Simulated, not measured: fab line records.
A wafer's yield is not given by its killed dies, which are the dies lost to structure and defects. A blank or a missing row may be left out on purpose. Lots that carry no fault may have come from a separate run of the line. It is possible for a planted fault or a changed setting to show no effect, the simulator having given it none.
Split-lot study + flow gf180mcu + on a route of 602 steps: 5 lots, 23 wafers read

## THE SPLIT
At GF_VT_IMPLANT_IMPLANT_41, the setting energy_kev was moved away from the recipe's 70 on 9 of the 23 wafers read, by -5.7% to +4.7%. For the rest of the wafers, this setting stayed at what the recipe calls for.

## FROM SPLIT TO READING: 1 step shown by the file between the two
- GF_VT_IMPLANT_STRIP_42: strips in O2/N2

## THE READING
VT_IMPLANT_4_TW, at GF_VT_IMPLANT_TW_MEAS_43. A value of 692 with a standard deviation of 4.4 is what fault-free wafers of this fab line usually give.

| wafer  | tool, chamber at the split | energy_kev as run | against the recipe | VT_IMPLANT_4_TW | against lot-mates on the recipe |
|--------|----------------------------|-------------------|--------------------|-----------------|---------------------------------|
| L076.1 | implanter-02, 0            | 70                | recipe             | 699             | -                               |
| L076.2 | implanter-02, 0            | 66.1              | -5.6%              | 687             | -11                             |
| L076.3 | implanter-02, 0            | 66.1              | -5.6%              | 685             | -13                             |
| L076.4 | implanter-02, 0            | 70                | recipe             | 697             | -                               |
| L076.6 | implanter-02, 0            | 70                | recipe             | 697             | -                               |
| L079.2 | implanter-02, 0            | 70                | recipe             | 696             | -                               |
| L079.4 | implanter-02, 0            | 70                | recipe             | 700             | -                               |
| L079.5 | implanter-02, 0            | 70                | recipe             | 695             | -                               |
| L081.1 | implanter-04, 0            | 70                | recipe             | 687             | -                               |
| L081.2 | implanter-04, 0            | 66.03             | -5.7%              | 679             | -11                             |
| L081.3 | implanter-04, 0            | 66.03             | -5.7%              | 678             | -12                             |
| L081.4 | implanter-04, 0            | 70                | recipe             | 692             | -                               |
| L081.6 | implanter-04, 0            | 70                | recipe             | 691             | -                               |
| L080.1 | implanter-04, 0            | 70                | recipe             | 696             | -                               |
| L080.2 | implanter-04, 0            | 73.31             | +4.7%              | 705             | +8                              |
| L080.3 | implanter-04, 0            | 70                | recipe             | 697             | -                               |
| L080.5 | implanter-04, 0            | 73.31             | +4.7%              | 705             | +8                              |
| L080.6 | implanter-04, 0            | 73.31             | +4.7%              | 704             | +8                              |
| L083.1 | implanter-02, 0            | 66.83             | -4.5%              | 685             | -9                              |
| L083.2 | implanter-02, 0            | 70                | recipe             | 695             | -                               |
| L083.4 | implanter-02, 0            | 66.83             | -4.5%              | 685             | -9                              |
| L083.5 | implanter-02, 0            | 70                | recipe             | 693             | -                               |
| L083.6 | implanter-02, 0            | 70                | recipe             | 693             | -                               |

FIT RESULTS
A straight line over all 23 wafers: VT_IMPLANT_4_TW changes by +2.18 for each +1% of energy_kev; r = +0.91; the points scatter about the line by 3.2.
The same after taking each lot's own level away (the mean of its wafers on the recipe; 23 wafers): +1.92 for each +1%; r = +0.98; scatter 1.4.
That fit puts the effect of the largest move of energy_kev on the reading at 11.
The span of the lots' own levels, 690.0 to 697.7, comes to 1.7 times the standard deviation stated above.
So the lot-to-lot level changes the slope: the two fits differ.
Check: for one of the wafers moved furthest among these (-5.7%), held out of the fit, the line's prediction against its lot-mates is -11.2. It came out at -11 against them.

## ADDITIONAL SPLITS CARRIED BY THESE WAFERS
Note: prior to the reading, these wafers also went through further splits. Each is held against what the fit with the lots' levels taken away leaves over:
| other split on the same wafers      | wafers away from the commonest value | r with VT_IMPLANT_4_TW (lot level and that fit taken away) |
|-------------------------------------|--------------------------------------|------------------------------------------------------------|
| GF_STI_OXIDATION_01 ox_time_s       | 15                                   | +0.00                                                      |
| GF_STI_WET_ETCH_17 time_s           | 10                                   | +0.14                                                      |
| GF_STI_WET_ETCH_26 time_s           | 18                                   | -0.11                                                      |
| GF_DNWELL_IMPLANT_07 dose_cm2       | 9                                    | -0.15                                                      |
| GF_NWELL_COAT_02 spin_rpm           | 10                                   | +0.19                                                      |
| GF_LVPWELL_COAT_02 resist_thk_nm    | 7                                    | -0.06                                                      |
| GF_LVPWELL_EXPOSE_04 dose_mj        | 10                                   | -0.21                                                      |
| GF_MVSD_IMPLANT_08 dose_cm2         | 9                                    | -0.19                                                      |
| GF_VT_IMPLANT_IMPLANT_08 energy_kev | 11                                   | -0.09                                                      |

## THE WHOLE CHAIN: every reading that the file lists as answering this split, in the file's order
| step                     | what it does | reading                                                         | change (the file's fit)               | r (the file's) |
|--------------------------|--------------|-----------------------------------------------------------------|---------------------------------------|----------------|
| GF_VT_IMPLANT_IMPLANT_41 |              | implant.rp_nm (the simulator's own value, which no gauge read)  | +0.362 nm for each +1% of the setting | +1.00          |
| GF_VT_IMPLANT_IMPLANT_41 |              | implant.drp_nm (the simulator's own value, which no gauge read) | +0.141 nm for each +1% of the setting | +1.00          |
| GF_VT_IMPLANT_TW_MEAS_43 |              | VT_IMPLANT_4_TW                                                 | +1.95 for each +1% of the setting     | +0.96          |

## THE FILE'S OWN FIT
VT_IMPLANT_4_TW changes by +1.95 for each +1% of energy_kev, r = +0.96.
